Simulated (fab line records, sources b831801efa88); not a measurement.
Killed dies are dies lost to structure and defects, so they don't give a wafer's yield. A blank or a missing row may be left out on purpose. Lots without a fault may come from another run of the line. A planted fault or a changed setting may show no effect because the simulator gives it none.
Which tool did it? | flow gf180mcu | 14 lots, 42 wafers sampled, at 4 steps of a route of 602

WHAT THE GAUGES READ, wafer by wafer
GF_VT_IMPLANT_TW_MEAS_43.
lot  | measured     | on            | VT_IMPLANT_4_TW
L337 | day 7 12:11  | film_metro-02 | 681 684 683
L339 | day 8 03:29  | film_metro-02 | 681 679 679
L340 | day 8 08:55  | film_metro-04 | 698 697 699
L341 | day 8 14:35  | film_metro-03 | 691 691 698
L345 | day 9 20:51  | film_metro-03 | 653 659 660
L346 | day 10 02:57 | film_metro-04 | 655 656 658
L347 | day 10 09:15 | film_metro-03 | 651 652 655
L349 | day 10 22:14 | film_metro-03 | 696 690 697
L352 | day 11 19:29 | film_metro-03 | 695 692 695
L354 | day 12 06:47 | film_metro-04 | 697 699 698
L357 | day 13 02:00 | film_metro-03 | 693 692 690
L358 | day 13 08:11 | film_metro-04 | 701 699 696
L359 | day 13 15:11 | film_metro-04 | 695 697 698
L360 | day 14 03:55 | film_metro-02 | 684 687 687

GF_M2_CD_MEAS_14: target cd 280 nm.
lot  | measured     | on        | cd_nm (nm)
L337 | day 19 02:58 | cd_sem-01 | 278.5 278.9 280.0
L339 | day 20 00:49 | cd_sem-01 | 281.3 280.6 281.1
L340 | day 20 09:01 | cd_sem-02 | 282.6 282.0 282.8
L341 | day 20 16:31 | cd_sem-01 | 281.0 280.2 280.3
L345 | day 22 08:01 | cd_sem-01 | 280.1 280.0 280.8
L346 | day 22 12:45 | cd_sem-01 | 278.9 280.2 279.1
L347 | day 23 00:41 | cd_sem-02 | 280.8 280.9 279.8
L349 | day 23 11:17 | cd_sem-01 | 279.9 281.5 279.8
L352 | day 24 17:22 | cd_sem-01 | 278.1 278.3 278.3
L354 | day 25 07:10 | cd_sem-01 | 280.9 279.2 279.0
L357 | day 26 10:04 | cd_sem-02 | 280.7 280.7 280.4
L358 | day 26 13:17 | cd_sem-02 | 279.4 280.0 279.5
L359 | day 27 06:25 | cd_sem-01 | 278.6 278.0 278.9
L360 | day 27 04:29 | cd_sem-02 | 277.9 280.9 279.1

GF_V2_THK_MEAS_03.
lot  | measured     | on            | V2_CVD_02_THK (nm)
L337 | day 19 03:58 | film_metro-01 | 855 827 853
L339 | day 20 01:52 | film_metro-04 | 833 836 840
L340 | day 20 10:03 | film_metro-01 | 854 862 848
L341 | day 20 17:34 | film_metro-01 | 849 862 864
L345 | day 22 09:04 | film_metro-02 | 852 838 867
L346 | day 22 13:52 | film_metro-01 | 840 855 856
L347 | day 23 01:41 | film_metro-02 | 851 853 854
L349 | day 23 12:26 | film_metro-04 | 838 865 851
L352 | day 24 18:23 | film_metro-02 | 830 843 840
L354 | day 25 08:11 | film_metro-01 | 843 837 835
L357 | day 26 11:25 | film_metro-02 | 851 869 873
L358 | day 26 14:17 | film_metro-02 | 852 833 871
L359 | day 27 07:28 | film_metro-01 | 851 847 855
L360 | day 27 05:33 | film_metro-01 | 835 839 844

WHICH TOOL RAN EACH LOT (tool, then ch and the chambers of the sampled wafers, then the start)
lot  | GF_VT_IMPLANT_IMPLANT_41
L337 | implanter-04 ch 0, day 7 11:57
L339 | implanter-04 ch 0, day 8 03:16
L340 | implanter-04 ch 0, day 8 08:43
L341 | implanter-04 ch 0, day 8 14:20
L345 | implanter-04 ch 0, day 9 20:37
L346 | implanter-04 ch 0, day 10 02:44
L347 | implanter-04 ch 0, day 10 09:01
L349 | implanter-01 ch 0, day 10 21:59
L352 | implanter-01 ch 0, day 11 19:14
L354 | implanter-03 ch 0, day 12 06:32
L357 | implanter-03 ch 0, day 13 01:46
L358 | implanter-01 ch 0, day 13 07:57
L359 | implanter-04 ch 0, day 13 14:56
L360 | implanter-01 ch 0, day 14 03:40
- GF_VT_IMPLANT_IMPLANT_41

WHAT THE TOOLS THEMSELVES READ (means of the sampled wafers that have a number; where no wafer has one, the mark that the record gives instead)
The record holds no such reading with a usual standard deviation.

THE ANSWER, worked out from the rows above alone
Rule: what is usual is taken from the lots themselves. Put in order of their means at a reading, lots are off if they are a third of the lots or fewer, leave a main group of 4 or more, and stand apart from it by a gap of 3 or more times the standard deviation of the main group's means; of several such gaps the widest counts. A main group whose means are all the same, to the digits that the tables above print for the reading, isn't used. A lot without any number at a reading at which 4 lots or more have one is off too. The other lots that the step has rows for count as sound. The gauges are gone through in route order, then the tools' own readings, and for those a lot's mean is taken as printed above. The first step at which some lot is off is used, and at that step the reading that is off furthest; a lot without a number counts as furthest.
Off: L345, L346, L347, at GF_VT_IMPLANT_TW_MEAS_43 (VT_IMPLANT_4_TW). The main group: mean 692, standard deviation 6.2.
A tool fits if, at a process step before that reading, it ran every lot that is off, and no sound lot after the first of them. The gauges at GF_VT_IMPLANT_TW_MEAS_43 are tried like those tools. None of those tried fits.

WHAT THE SIMULATOR HAD PUT IN
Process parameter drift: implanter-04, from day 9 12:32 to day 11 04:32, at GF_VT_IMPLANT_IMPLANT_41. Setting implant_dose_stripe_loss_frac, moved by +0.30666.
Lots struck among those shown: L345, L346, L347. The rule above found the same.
